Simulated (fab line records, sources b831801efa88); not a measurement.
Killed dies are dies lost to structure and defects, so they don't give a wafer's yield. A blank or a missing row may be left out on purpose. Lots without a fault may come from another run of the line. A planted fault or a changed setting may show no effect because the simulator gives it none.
Problem report in the 8D (eight disciplines) form, filled by code | flow gf180mcu | the parts of the form that need people (team, actions taken, sign-off) are left out

1. THE PROBLEM
oes_product_au at GF_MIM_METAL_ETCH_19 reads a mean of 0.739 a.u. on 1 wafer of 1 lot; wafers without a fault read 0.941 a.u. with a standard deviation of 0.0059. That is -34 standard deviations from the usual mean.
The step: etches the open film in Cl2/BCl3, stops on Si3N4, target depth 324.5 nm, time 54.1 s.
First seen on wafer L887.4, day 30 22:30, on rie_metal-02. The record holds 33 wafers of 11 lots with a number at this step. Rule for "out", or "out of limits": more than 4 standard deviations from the usual mean. The other wafers with a number count as sound.

2. WHAT IT IS AND WHAT IT IS NOT
question                    | is                                 | is not
which readings at this step | oes_product_au, throttle_valve_pct | drypump_motor_current_A, mfc_cl2_sccm
which lots                  | L887                               | L870, L871, L872, L876, L877, L880, L889, L890, L891, L892
which wafers of those lots  | L887.4                             | L887.1, L887.3
read on which tools         | rie_metal-02                       | rie_metal-01, rie_metal-04
when                        | from day 30 22:30                  | up to then (20 sound wafers); but 12 sound wafers of L889, L890, L891, L892 came after

3. SUSPECTS, AND WHAT RULES EACH OUT
Counting: a tool at a process step up to the reading stays a suspect if it ran every lot that is out. Sound lots after the first of them don't rule it out here, since some wafers of a struck lot are sound.
- pvd_sputter-04 at GF_MIM_SPUTTER_00 (material Ti, target thk 37.5 nm, time 150 s): kept. It ran the lot that is out, L887 (day 30 04:11); its last sound lot up to then is L877 (day 27 06:39).
- rie_metal-02 at GF_MIM_METAL_ETCH_19 (etches the open film in Cl2/BCl3, stops on Si3N4, target depth 324.5 nm, time 54.1 s): kept. It ran the lot that is out, L887 (day 30 22:30); its last sound lot up to then is L876 (day 27 13:10). Its own readings are out on those wafers: oes_product_au, throttle_valve_pct.
Left after counting: pvd_sputter-04 at GF_MIM_SPUTTER_00, rie_metal-02 at GF_MIM_METAL_ETCH_19.

4. THE CAUSE (what the simulator had put in)
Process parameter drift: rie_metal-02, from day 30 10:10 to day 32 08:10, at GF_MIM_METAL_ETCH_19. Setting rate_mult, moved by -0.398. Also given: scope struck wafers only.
Counting left 2 suspects, and this tool is among them.

5. THE CHAIN OF EFFECTS, in route order
Each row: a reading whose mean over the struck wafers that have a number lies more than 3 standard deviations from the usual. Only readings for which the record gives a usual standard deviation are gone through. hours: the time from each lot's start at the first step in this table that gives one to its start at this step, as a median over the lots. sigmas: the change in usual standard deviations.
hours | step                    | reading                  | usual      | on struck wafers | change | sigmas
0     | GF_MIM_METAL_ETCH_19    | oes_product_au           | 0.941 a.u. | 0.739            | -0.202 | -34
0     | GF_MIM_METAL_ETCH_19    | throttle_valve_pct       | 28.283 %   | 28.498           | +0.215 | +26
0     | GF_MIM_STRIP_20         | oes_product_au           | 0.692 a.u. | 0.710            | +0.018 | +3.5
0     | GF_MIM_STRIP_20         | strip_time_to_endpoint_s | 11.21 s    | 11.79            | +0.58  | +14
73    | GF_PASSIVATION_PROBE_99 | defect_limited_yield     | 90.5 %     | 0.0              | -90.5  | -65
73    | GF_PASSIVATION_PROBE_99 | killed_at_other          | 0.0        | 445.0            | +445.0 | +99 or more
73    | GF_PASSIVATION_PROBE_99 | killed_dies              | 47         | 492              | +445   | +64
73    | GF_PASSIVATION_PROBE_99 | killed_on_rim            | 9.2        | 96.0             | +86.8  | +31
73    | GF_PASSIVATION_PROBE_99 | sort_bin_3_pad_short     | 0.43 %     | 90.65            | +90.22 | +99 or more
73    | GF_PASSIVATION_PROBE_99 | sort_n_pass              | 445        | 0                | -445   | -64
73    | GF_PASSIVATION_PROBE_99 | sort_yield_pct           | 90.5 %     | 0.0              | -90.5  | -65
The process steps in it:
- GF_MIM_METAL_ETCH_19: etches the open film in Cl2/BCl3, stops on Si3N4, target depth 324.5 nm, time 54.1 s.
- GF_MIM_STRIP_20: strips in O2/N2.
- GF_PASSIVATION_PROBE_99

6. WHAT WOULD HAVE CAUGHT IT SOONER
In this record the first reading out of limits was taken at day 30 22:30, 12 hours after the fault began at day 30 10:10.
